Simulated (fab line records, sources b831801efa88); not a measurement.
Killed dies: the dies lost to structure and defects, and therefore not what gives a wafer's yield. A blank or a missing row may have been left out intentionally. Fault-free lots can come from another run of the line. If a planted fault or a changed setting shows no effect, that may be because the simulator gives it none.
fab line records	flow sky130
record lots=10	wafers=30	last-day=50
route steps=708 shown LI_CONTACT@382 CONTACT@409 METAL1@438
lots that met no fault: taken from a fault-free run of the same line
start-h: hours from the record's opening day to when the first of the lot's shown wafers began	wait-h: hours from the lot's prior step to this one	" unchanged from the row above	L1.1+2: one row covering several wafers at once	- value missing, or start not given	* or withheld: withheld	< > ~ a bound
route shown NAME@n: NAME is a module with steps in the file, n the number in the route of the first one	usual: mean/standard deviation taken from wafers without a fault	same: alike in all rows	chamber/n: place in a boat	sites: per-site readings	_std_site: how widely they spread, as a standard deviation	_edge_site: mean of outer sites minus mean of inner sites	radius-mm: for every site, how far away it sits from the centre of the wafer	mask NAME#n: copy n	behind: the tool/chamber that last shaped the wafer	hold: what put the lot on hold/how long, in hours/how the hold closed	device: which transistor (n, p or np) failed to switch	end of line: the same wafers' tests at the end of the route	for a step that has no rows: nothing shown but its recipe	killed: dies that structure and defects cost at the first sort, which is not the same as the wafer's yield	map: a wafer's dies, marking killed ones x, the rest . and places with no die _
set.NAME: the setting the step ran with; set.NAME@STEP: the setting that earlier step ran with	model.NAME: the simulator's own value behind a step, which no gauge read
a sample of lots followed through the steps of the route, with each step as a table and each wafer as a row
services: from which hour (start-h, from the record's first day; less than 0 if before it) a tool's chamber was out of use, for how many hours, and why
## steps
# step SKY_LI_CONTACT_SPUTTER_20
# recipe material=TiN	target-thk-nm=20	chamber-pressure-pa=5	power-w=4000	time-s=80
# usual throttle-valve-pct=30.0/1.1
lot.wafer	tool	chamber	start-h	wait-h	throttle-valve-pct
L485.2	pvd-sputter-01	-	664.39	0.0	29.7
L485.3	"	-	"	"	30.7
L485.5	"	-	"	"	30.2
L486.1	pvd-sputter-04	-	687.50	0.0	28.5
L486.4	"	-	"	"	28.7
L486.6	"	-	"	"	28.7
L487.1	pvd-sputter-02	-	688.18	0.0	30.9
L487.2	"	-	"	"	30.1
L487.3	"	-	"	"	30.8
L488.3	pvd-sputter-04	-	711.66	0.0	28.6
L488.5	"	-	"	"	28.2
L488.6	"	-	"	"	31.6
L493.3	pvd-sputter-02	-	749.09	0.0	30.1
L493.4	"	-	"	"	28.7
L493.5	"	-	"	"	30.9
L495.2	pvd-sputter-01	-	771.63	0.0	30.4
L495.3	"	-	"	"	30.6
L495.5	"	-	"	"	30.4
L498.1	pvd-sputter-02	-	780.28	0.0	31.0
L498.4	"	-	"	"	28.7
L498.6	"	-	"	"	31.1
L500.2	pvd-sputter-04	-	797.56	0.0	31.4
L500.3	"	-	"	"	28.6
L500.4	"	-	"	"	28.5
L504.2	pvd-sputter-01	-	830.03	0.0	30.7
L504.4	"	-	"	"	30.5
L504.5	"	-	"	"	29.9
L508.2	pvd-sputter-04	-	852.78	0.0	31.6
L508.5	"	-	"	"	31.5
L508.6	"	-	"	"	28.3
# step SKY_CONTACT_THK_MEAS_03
# recipe reads=SiO2_of_CONTACT_HDPCVD_02
# usual CONTACT_HDPCVD_THK=570/5.5
lot.wafer	tool	chamber	start-h	wait-h	CONTACT_HDPCVD_THK[nm]
L485.2	film-metro-04	-	695.00	0.0	571
L485.3	"	-	"	"	575
L485.5	"	-	"	"	574
L486.1	film-metro-04	-	716.57	0.0	565
L486.4	"	-	"	"	556
L486.6	"	-	"	"	561
L487.1	film-metro-01	-	717.82	0.0	558
L487.2	"	-	"	"	570
L487.3	"	-	"	"	564
L488.3	film-metro-03	-	741.59	0.1	577
L488.5	"	-	"	"	574
L488.6	"	-	"	"	575
L493.3	film-metro-04	-	778.03	0.1	571
L493.4	"	-	"	"	573
L493.5	"	-	"	"	570
L495.2	film-metro-03	-	800.87	0.1	559
L495.3	"	-	"	"	567
L495.5	"	-	"	"	568
L498.1	film-metro-04	-	809.83	0.0	565
L498.4	"	-	"	"	567
L498.6	"	-	"	"	566
L500.2	film-metro-04	-	826.64	0.1	574
L500.3	"	-	"	"	566
L500.4	"	-	"	"	570
L504.2	film-metro-04	-	857.93	0.0	573
L504.4	"	-	"	"	577
L504.5	"	-	"	"	576
L508.2	film-metro-03	-	880.14	0.0	570
L508.5	"	-	"	"	579
L508.6	"	-	"	"	575
# step SKY_METAL1_SPUTTER_04
# recipe material=TiN	target-thk-nm=70	power-w=6500	time-s=58.3	chamber-pressure-pa=0.4
# usual throttle-valve-pct=30.0/1.3
lot.wafer	tool	chamber	start-h	wait-h	throttle-valve-pct
L485.2	pvd-sputter-04	-	726.03	0.0	31.4
L485.3	"	-	"	"	28.4
L485.5	"	-	"	"	31.0
L486.1	pvd-sputter-04	-	746.04	0.0	28.7
L486.4	"	-	"	"	31.3
L486.6	"	-	"	"	31.6
L487.1	pvd-sputter-04	-	747.40	0.0	28.7
L487.2	"	-	"	"	28.4
L487.3	"	-	"	"	31.4
L488.3	pvd-sputter-04	-	770.46	0.0	31.5
L488.5	"	-	"	"	31.2
L488.6	"	-	"	"	28.6
L493.3	pvd-sputter-04	-	806.47	0.0	28.4
L493.4	"	-	"	"	31.2
L493.5	"	-	"	"	31.3
L495.2	pvd-sputter-04	-	829.63	0.0	31.5
L495.3	"	-	"	"	28.2
L495.5	"	-	"	"	31.3
L498.1	pvd-sputter-04	-	838.82	0.0	31.2
L498.4	"	-	"	"	28.7
L498.6	"	-	"	"	31.3
L500.2	pvd-sputter-04	-	855.05	0.0	28.7
L500.3	"	-	"	"	28.2
L500.4	"	-	"	"	31.1
L504.2	pvd-sputter-03	-	886.63	0.0	29.7
L504.4	"	-	"	"	28.6
L504.5	"	-	"	"	30.7
L508.2	pvd-sputter-02	-	908.14	0.0	31.1
L508.5	"	-	"	"	30.6
L508.6	"	-	"	"	31.2
# step SKY_METAL1_THK_MEAS_06
# recipe thk-meas-gauge=xrf	reads=AlCu_of_METAL1_SPUTTER_02
# usual METAL1_ALCU_THK=255.1/2.6
lot.wafer	tool	chamber	start-h	wait-h	METAL1_ALCU_THK[nm]
L485.2	film-metro-04	-	726.21	0.1	255.7
L485.3	"	-	"	"	256.7
L485.5	"	-	"	"	257.3
L486.1	film-metro-02	-	746.21	0.1	253.8
L486.4	"	-	"	"	254.4
L486.6	"	-	"	"	249.4
L487.1	film-metro-03	-	747.57	0.1	253.6
L487.2	"	-	"	"	252.2
L487.3	"	-	"	"	253.8
L488.3	film-metro-02	-	770.65	0.1	254.0
L488.5	"	-	"	"	254.5
L488.6	"	-	"	"	253.9
L493.3	film-metro-03	-	806.66	0.1	257.0
L493.4	"	-	"	"	256.2
L493.5	"	-	"	"	257.4
L495.2	film-metro-04	-	829.83	0.1	253.7
L495.3	"	-	"	"	252.0
L495.5	"	-	"	"	255.2
L498.1	film-metro-02	-	838.99	0.1	253.8
L498.4	"	-	"	"	254.3
L498.6	"	-	"	"	254.0
L500.2	film-metro-04	-	855.23	0.1	256.5
L500.3	"	-	"	"	226.2
L500.4	"	-	"	"	254.3
L504.2	film-metro-03	-	886.81	0.1	255.0
L504.4	"	-	"	"	256.4
L504.5	"	-	"	"	255.3
L508.2	film-metro-04	-	908.32	0.1	256.2
L508.5	"	-	"	"	252.7
L508.6	"	-	"	"	256.0
# step SKY_METAL1_ETCH_18
# recipe chemistry=N2/H2	target=BARC	ion-energy-ev=200	bias-w=100	pressure-mtorr=30	n2-flow-sccm=100	h2-flow-sccm=200	icp-w=500	stop-on=SiO2	time-s=45.9	target-depth-a=600
# usual drypump-motor-current-A=5.9/0.32	he-backside-leak-sccm=3.4/0.34	oes-product-au=0.855/0.0046	throttle-valve-pct=13.224/0.0092
lot.wafer	tool	chamber	start-h	wait-h	drypump-motor-current-A	he-backside-leak-sccm	oes-product-au	rf-hours-counter-h	throttle-valve-pct
L485.2	rie-metal-02	1	753.71	0.0	6.4	6.1	0.869	13	13.228
L485.3	"	0	"	"	5.6	3.0	0.856	-	13.236
L485.5	"	0	"	"	5.6	3.0	0.855	-	13.240
L486.1	rie-metal-02	0	772.76	0.0	5.7	3.0	0.856	2	13.222
L486.4	"	0	"	"	5.7	3.2	0.852	-	13.216
L486.6	"	1	"	"	6.4	3.3	0.857	-	13.216
L487.1	rie-metal-01	1	774.67	0.0	5.8	3.3	0.852	9	13.216
L487.2	"	0	"	"	5.9	3.4	0.858	6	13.216
L487.3	"	0	"	"	5.9	3.2	0.859	-	13.244
L488.3	rie-metal-02	0	797.88	0.0	5.6	3.4	0.852	-	13.214
L488.5	"	0	"	"	5.6	3.3	0.851	-	13.221
L488.6	"	1	"	"	6.4	3.4	0.854	-	13.220
L493.3	rie-metal-04	0	833.99	0.0	5.6	3.5	0.851	-	13.226
L493.4	"	1	"	"	6.5	3.3	0.857	-	13.219
L493.5	"	0	"	"	5.6	3.4	0.851	-	13.224
L495.2	rie-metal-01	0	856.42	0.0	5.8	3.2	0.859	9	13.229
L495.3	"	0	"	"	5.9	3.4	0.861	-	13.239
L495.5	"	1	"	"	5.8	3.6	0.850	-	13.222
L498.1	rie-metal-01	0	864.78	0.0	5.9	3.5	0.858	10	13.214
L498.4	"	0	"	"	5.9	3.5	0.858	-	13.222
L498.6	"	1	"	"	5.8	3.6	0.856	-	13.222
L500.2	rie-metal-02	1	881.38	0.0	6.4	3.5	0.857	3	13.228
L500.3	"	0	"	"	5.6	3.2	0.856	-	13.227
L500.4	"	1	"	"	6.3	3.8	0.853	-	13.229
L504.2	rie-metal-04	0	912.83	0.0	5.6	3.4	0.865	15	13.202
L504.4	"	1	"	"	6.4	3.5	0.847	-	13.234
L504.5	"	1	"	"	6.4	3.4	0.851	-	13.235
L508.2	rie-metal-01	1	932.76	0.0	5.8	3.8	0.859	15	13.241
L508.5	"	1	"	"	5.8	3.8	0.857	-	13.236
L508.6	"	0	"	"	5.9	3.1	0.848	-	13.219
# step SKY_METAL1_METAL_ETCH_19
# recipe target-depth-a=3600	stop-on=SiO2	over-etch-frac=0.3	time-s=78	chemistry=Cl2/BCl3	resist-sidewall-deg=88	pressure-mtorr=10	icp-w=900	bias-w=48.5	Cl2_flow_sccm=60	bcl3-flow-sccm=30
# usual drypump-motor-current-A=5.9/0.32	he-backside-leak-sccm=3.42/0.21	oes-product-au=0.854/0.0056	throttle-valve-pct=22.265/0.0092
# same over-etch-frac=0.3
lot.wafer	tool	chamber	start-h	wait-h	drypump-motor-current-A	he-backside-leak-sccm	oes-product-au	rf-hours-counter-h	throttle-valve-pct
L485.2	rie-metal-02	1	753.78	0.0	6.3	3.59	0.856	13	22.259
L485.3	"	0	"	"	5.6	3.39	0.855	-	22.265
L485.5	"	0	"	"	5.6	3.45	0.858	-	22.274
L486.1	rie-metal-02	0	772.83	0.0	5.6	3.25	0.855	2	22.248
L486.4	"	0	"	"	5.6	3.19	0.851	-	22.274
L486.6	"	1	"	"	6.3	3.53	0.857	-	22.263
L487.1	rie-metal-01	1	774.73	0.0	5.8	3.87	0.854	9	22.259
L487.2	"	0	"	"	5.9	3.23	0.853	6	22.265
L487.3	"	0	"	"	5.8	3.10	0.856	-	22.255
L488.3	rie-metal-02	0	797.96	0.1	5.7	3.28	0.857	-	22.259
L488.5	"	0	"	"	5.7	2.86	0.850	-	22.263
L488.6	"	1	"	"	6.3	3.90	0.849	-	22.254
L493.3	rie-metal-04	0	834.06	0.1	5.5	3.40	0.865	-	22.264
L493.4	"	1	"	"	6.5	3.63	0.859	-	22.267
L493.5	"	0	"	"	5.6	3.52	0.864	-	22.269
L495.2	rie-metal-01	0	856.48	0.0	5.8	3.41	0.851	9	22.273
L495.3	"	0	"	"	5.8	3.40	0.852	-	22.274
L495.5	"	1	"	"	5.8	3.35	0.854	-	22.259
L498.1	rie-metal-01	0	864.85	0.0	5.8	3.69	0.854	10	22.260
L498.4	"	0	"	"	5.8	3.47	0.857	-	22.264
L498.6	"	1	"	"	5.8	2.95	0.850	-	22.282
L500.2	rie-metal-02	1	881.45	0.0	6.3	3.45	0.858	3	22.263
L500.3	"	0	"	"	5.6	3.08	0.881	-	22.263
L500.4	"	1	"	"	6.3	3.51	0.854	-	22.266
L504.2	rie-metal-04	0	912.90	0.0	5.6	3.42	0.851	15	22.258
L504.4	"	1	"	"	6.4	3.53	0.863	-	22.276
L504.5	"	1	"	"	6.5	3.50	0.860	-	22.273
L508.2	rie-metal-01	1	932.83	0.0	5.8	3.39	0.851	15	22.276
L508.5	"	1	"	"	5.8	3.18	0.849	-	22.256
L508.6	"	0	"	"	5.8	3.39	0.853	-	22.258
## services
tool	chamber	start-h	hours	kind
pvd-sputter-02	-	649.33	12.2	repair
rie-metal-02	0	657.66	1.6	repair
pvd-sputter-04	-	676.46	2.1	repair
rie-metal-02	1	687.91	3.3	repair
pvd-sputter-03	-	706.45	8.1	repair
pvd-sputter-02	-	729.85	3.8	repair
rie-metal-01	-	730.36	0.8	repair
rie-metal-04	-	735.27	2.8	pm
rie-metal-02	1	735.88	14.0	repair
pvd-sputter-04	1	755.00	-	consumable-replace:kit
pvd-sputter-04	1	755.00	18.0	scheduled-down
pvd-sputter-04	1	755.00	18.0	vent-cycle
rie-metal-04	-	769.61	14.6	pm
rie-metal-02	-	772.92	14.6	pm
pvd-sputter-01	-	789.80	9.3	repair
rie-metal-01	0	830.12	11.0	repair
pvd-sputter-03	-	830.58	4.7	repair
pvd-sputter-01	-	836.60	7.2	repair
pvd-sputter-02	-	883.96	8.4	repair
pvd-sputter-03	-	889.65	2.6	repair
rie-metal-04	1	902.63	6.5	repair
rie-metal-02	-	911.11	2.8	pm
pvd-sputter-03	-	919.19	7.1	repair
rie-metal-01	-	921.75	2.8	pm
## key
first-sign step=SKY_METAL1_THK_MEAS_06	reading=METAL1_ALCU_THK	direction=down	sigmas=11	usual=255.1	struck=226.2
effect step=SKY_METAL1_METAL_ETCH_19	reading=oes-product-au	direction=up	sigmas=4.8	usual=0.854	struck=0.881
met-at SKY_METAL1_SPUTTER_04
struck-lots L500
struck-wafers L500.3
not-acting-at SKY_LI_CONTACT_SPUTTER_20,SKY_CONTACT_THK_MEAS_03,SKY_METAL1_ETCH_18
onset-between 838.82 855.05
fault kind=process-parameter-drift	tool=pvd-sputter-04	chamber=-	onset-h=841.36	steps=SKY_METAL1_SPUTTER_04	channel=target-thk-nm	offset=57.225	shape=step	end-h=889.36	scope=struck-wafers-only	acts-in=these-recipes-only	stated=70
